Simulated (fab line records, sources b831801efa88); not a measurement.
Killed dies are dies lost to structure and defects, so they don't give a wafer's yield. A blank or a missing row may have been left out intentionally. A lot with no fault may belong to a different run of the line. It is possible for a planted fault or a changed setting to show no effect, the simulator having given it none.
Which tool is to blame? ; flow gf180mcu ; 13 lots with 39 wafers sampled at 4 steps, on a route of 602 steps

WHAT THE GAUGES SHOWED, per wafer
GF_PASSIVATION_THK_MEAS_01.
lot;measured;on;PASSIVATION_CVD_00_THK (nm)
L223;day 28 20:04;filmMetro-03;985 998 1010
L224;day 29 08:23;filmMetro-04;1006 990 1010
L227;day 30 08:47;filmMetro-03;984 1000 987
L229;day 30 19:49;filmMetro-04;988 986 1020
L230;day 31 10:36;filmMetro-02;994 1008 1003
L231;day 31 12:43;filmMetro-03;995 973 999
L232;day 31 17:07;filmMetro-02;1021 1024 1027
L233;day 31 22:24;filmMetro-02;1006 1010 1021
L234;day 32 02:14;filmMetro-02;1002 988 1013
L235;day 32 13:13;filmMetro-03;987 1011 1006
L239;day 33 11:02;filmMetro-02;992 998 1005
L241;day 33 22:37;filmMetro-03;1009 998 1005
L242;day 34 04:26;filmMetro-04;997 1000 1003

WHAT TOOL EACH LOT RAN ON (gives the tool, then ch and the chambers of the sampled wafers, and finally the start)
lot;GF_V2_CVD_23;GF_V5_CVD_23;GF_TOP_METAL_SPUTTER_04
L223;cvdW-02 ch 0,1, day 21 05:19;cvdW-02 ch 0,1, day 27 23:15;pvdSputter-04, day 28 00:02
L224;cvdW-02 ch 0,1, day 21 18:48;cvdW-02 ch 0,1, day 28 11:19;pvdSputter-01, day 28 12:05
L227;cvdW-02 ch 0, day 23 01:56;cvdW-02 ch 0,1, day 29 13:08;pvdSputter-02, day 29 13:55
L229;cvdW-02 ch 0,1, day 23 15:10;cvdW-01 ch 0,1, day 30 00:05;pvdSputter-02, day 30 00:53
L230;cvdW-01 ch 0,1, day 24 09:43;cvdW-01 ch 0,1, day 30 16:14;pvdSputter-02, day 30 16:59
L231;cvdW-01 ch 0,1, day 24 12:47;cvdW-01 ch 0,1, day 30 17:59;pvdSputter-04, day 30 18:46
L232;cvdW-01 ch 0,1, day 24 16:13;cvdW-01 ch 1, day 30 21:53;pvdSputter-01, day 30 22:44
L233;cvdW-02 ch 0,1, day 24 22:36;cvdW-01 ch 1, day 31 03:14;pvdSputter-02, day 31 04:06
L234;cvdW-01 ch 0,1, day 25 06:55;cvdW-02 ch 1, day 31 07:07;pvdSputter-02, day 31 07:53
L235;cvdW-02 ch 1, day 25 16:24;cvdW-02 ch 0,1, day 31 19:15;pvdSputter-04, day 31 20:02
L239;cvdW-02 ch 0,1, day 26 21:49;cvdW-01 ch 0,1, day 32 17:30;pvdSputter-04, day 32 18:17
L241;cvdW-01 ch 0,1, day 27 12:48;cvdW-02 ch 0,1, day 33 06:04;pvdSputter-02, day 33 06:49
L242;cvdW-02 ch 0,1, day 27 21:42;cvdW-02 ch 0,1, day 33 11:25;pvdSputter-02, day 33 12:14
- GF_V2_CVD_23: deposits W, target thk 350 nm, time 104.94 s.
- GF_V5_CVD_23: deposits W, target thk 350 nm, time 104.9 s.
- GF_TOP_METAL_SPUTTER_04: material TiN, target thk 25 nm, time 20.8 s.

WHAT THE TOOLS THEMSELVES READ (means of the sampled wafers that have a number; where no wafer has one, the mark that the record gives instead)
GF_V2_CVD_23.
lot;tool;heaterPowerW (W)
L223;cvdW-02;818
L224;cvdW-02;847
L227;cvdW-02;876
L229;cvdW-02;822
L230;cvdW-01;926
L231;cvdW-01;919
L232;cvdW-01;950
L233;cvdW-02;852
L234;cvdW-01;918
L235;cvdW-02;818
L239;cvdW-02;840
L241;cvdW-01;965
L242;cvdW-02;837

GF_V5_CVD_23.
lot;tool;heaterPowerW (W)
L223;cvdW-02;829
L224;cvdW-02;838
L227;cvdW-02;861
L229;cvdW-01;928
L230;cvdW-01;928
L231;cvdW-01;962
L232;cvdW-01;1002
L233;cvdW-01;979
L234;cvdW-02;816
L235;cvdW-02;874
L239;cvdW-01;962
L241;cvdW-02;837
L242;cvdW-02;843

GF_TOP_METAL_SPUTTER_04.
lot;tool;throttleValvePct (%)
L223;pvdSputter-04;29.6
L224;pvdSputter-01;30.3
L227;pvdSputter-02;29.1
L229;pvdSputter-02;29.7
L230;pvdSputter-02;29.8
L231;pvdSputter-04;29.4
L232;pvdSputter-01;30.6
L233;pvdSputter-02;28.7
L234;pvdSputter-02;30.0
L235;pvdSputter-04;29.4
L239;pvdSputter-04;29.5
L241;pvdSputter-02;29.7
L242;pvdSputter-02;29.8

THE ANSWER, worked out from the rows above alone
Rule: the lots themselves supply what counts as usual. The widest of any qualifying gaps counts: lots, ordered by their means at a reading, are off when they make up no more than a third of the lots, leave a main group of 4 or more, and stand apart from it by 3 or more times the standard deviation of that group's means. A main group is skipped when, at the precision printed for the reading in the tables above, its means are all equal. A lot without any number at a reading at which 4 lots or more have one is off too. All remaining lots with rows at the step are treated as sound. The gauges are gone through in route order, then the tools' own readings, and for those a lot's mean is taken as printed above. At the first step where some lot is off, the reading lying furthest off is the one used; lots without a number count as furthest.
No lot is off on any of the readings shown, so nothing can be concluded from this.

WHAT THE SIMULATOR HAD PUT IN
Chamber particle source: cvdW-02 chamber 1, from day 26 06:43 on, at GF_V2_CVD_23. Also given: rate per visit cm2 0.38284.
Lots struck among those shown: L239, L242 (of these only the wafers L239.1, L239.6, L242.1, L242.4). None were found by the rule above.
